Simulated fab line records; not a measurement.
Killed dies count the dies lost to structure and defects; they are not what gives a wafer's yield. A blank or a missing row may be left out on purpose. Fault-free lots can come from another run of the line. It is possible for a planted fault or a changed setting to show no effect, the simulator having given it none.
What tool caused it? :: flow sky130 :: 12 lots with 36 wafers sampled at 3 steps, on a route of 708 steps

== WHAT EACH GAUGE READ, for each wafer ==
SKY_METAL2_OVL_MEAS_16.
lot: L904
measured: day 35 08:07
on: overlay-01
METAL2_OVL (nm): -7 -15 -13

lot: L906
measured: day 35 21:28
on: overlay-01
METAL2_OVL (nm): -5 -2 1

lot: L911
measured: day 37 06:18
on: overlay-01
METAL2_OVL (nm): 1 -2 -3

lot: L912
measured: day 37 11:50
on: overlay-01
METAL2_OVL (nm): -10 -2 -5

lot: L916
measured: day 38 14:53
on: overlay-02
METAL2_OVL (nm): -5 -1 -3

lot: L921
measured: day 40 01:46
on: overlay-01
METAL2_OVL (nm): 0 1 -4

lot: L922
measured: day 40 08:45
on: overlay-01
METAL2_OVL (nm): -5 -10 -6

lot: L923
measured: day 40 13:00
on: overlay-02
METAL2_OVL (nm): -4 -1 -9

lot: L924
measured: day 41 05:57
on: overlay-02
METAL2_OVL (nm): 0 -2 -2

lot: L925
measured: day 41 22:10
on: overlay-01
METAL2_OVL (nm): 6 1 7

lot: L927
measured: day 41 23:13
on: overlay-01
METAL2_OVL (nm): 5 -1 7

lot: L926
measured: day 42 00:22
on: overlay-01
METAL2_OVL (nm): -5 -6 -2

SKY_VIA2_BOW_MEAS_03.
lot: L904
measured: day 35 09:26
on: film metro-02
VIA2_BOW (um): 96 103 110

lot: L906
measured: day 35 22:47
on: film metro-01
VIA2_BOW (um): 73 82 88

lot: L911
measured: day 37 07:50
on: film metro-02
VIA2_BOW (um): 81 77 93

lot: L912
measured: day 37 13:13
on: film metro-04
VIA2_BOW (um): 88 92 91

lot: L916
measured: day 38 16:11
on: film metro-01
VIA2_BOW (um): 89 83 92

lot: L921
measured: day 40 03:11
on: film metro-01
VIA2_BOW (um): 73 101 102

lot: L922
measured: day 40 10:07
on: film metro-02
VIA2_BOW (um): 78 86 86

lot: L923
measured: day 40 14:29
on: film metro-04
VIA2_BOW (um): 84 81 78

lot: L924
measured: day 41 07:17
on: film metro-02
VIA2_BOW (um): 81 89 84

lot: L925
measured: day 41 23:38
on: film metro-02
VIA2_BOW (um): 92 83 99

lot: L927
measured: day 42 00:32
on: film metro-02
VIA2_BOW (um): 94 85 83

lot: L926
measured: day 42 01:40
on: film metro-04
VIA2_BOW (um): 75 95 83

== TOOL THAT RAN EACH LOT (tool first, then ch and the chambers of the sampled wafers, then the start) ==
lot: L904
SKY_METAL2_SPUTTER_01: pvd sputter-03, day 34 05:25

lot: L906
SKY_METAL2_SPUTTER_01: pvd sputter-02, day 34 19:05

lot: L911
SKY_METAL2_SPUTTER_01: pvd sputter-02, day 36 04:10

lot: L912
SKY_METAL2_SPUTTER_01: pvd sputter-01, day 36 10:07

lot: L916
SKY_METAL2_SPUTTER_01: pvd sputter-02, day 37 12:50

lot: L921
SKY_METAL2_SPUTTER_01: pvd sputter-03, day 39 00:50

lot: L922
SKY_METAL2_SPUTTER_01: pvd sputter-03, day 39 08:21

lot: L923
SKY_METAL2_SPUTTER_01: pvd sputter-03, day 39 12:34

lot: L924
SKY_METAL2_SPUTTER_01: pvd sputter-03, day 40 05:44

lot: L925
SKY_METAL2_SPUTTER_01: pvd sputter-03, day 40 20:28

lot: L927
SKY_METAL2_SPUTTER_01: pvd sputter-03, day 40 23:35

lot: L926
SKY_METAL2_SPUTTER_01: pvd sputter-03, day 41 00:53
- SKY_METAL2_SPUTTER_01: material TiN, target thk 20 nm, time 16.7 s.

== WHAT THE TOOLS THEMSELVES READ (means of the sampled wafers that have a number; where no wafer has one, the mark that the record gives instead) ==
SKY_METAL2_SPUTTER_01.
lot: L904
tool: pvd sputter-03
throttle valve pct (%): 29.7

lot: L906
tool: pvd sputter-02
throttle valve pct (%): 30.8

lot: L911
tool: pvd sputter-02
throttle valve pct (%): 28.9

lot: L912
tool: pvd sputter-01
throttle valve pct (%): 30.6

lot: L916
tool: pvd sputter-02
throttle valve pct (%): 30.0

lot: L921
tool: pvd sputter-03
throttle valve pct (%): 29.6

lot: L922
tool: pvd sputter-03
throttle valve pct (%): 29.4

lot: L923
tool: pvd sputter-03
throttle valve pct (%): 30.5

lot: L924
tool: pvd sputter-03
throttle valve pct (%): 30.4

lot: L925
tool: pvd sputter-03
throttle valve pct (%): 30.0

lot: L927
tool: pvd sputter-03
throttle valve pct (%): 31.1

lot: L926
tool: pvd sputter-03
throttle valve pct (%): 29.9

== THE ANSWER, worked out from the rows above alone ==
Rule: the usual values come from the lots themselves. Put in order of their means at a reading, lots are off if they are a third of the lots or fewer, leave a main group of 4 or more, and stand apart from it by a gap of 3 or more times the standard deviation of the main group's means; of several such gaps the widest counts. A main group is skipped when, at the precision printed for the reading in the tables above, its means are all equal. A lot without any number at a reading at which 4 lots or more have one is off too. Where the step has rows for the other lots, those lots are counted as sound. The gauges are gone through in route order, then the tools' own readings, and for those a lot's mean is taken as printed above. At the first step where some lot is off, the reading lying furthest off is the one used; lots without a number count as furthest.
None of the lots is off at any reading shown; this tells nothing.

== WHAT THE SIMULATOR HAD INSERTED ==
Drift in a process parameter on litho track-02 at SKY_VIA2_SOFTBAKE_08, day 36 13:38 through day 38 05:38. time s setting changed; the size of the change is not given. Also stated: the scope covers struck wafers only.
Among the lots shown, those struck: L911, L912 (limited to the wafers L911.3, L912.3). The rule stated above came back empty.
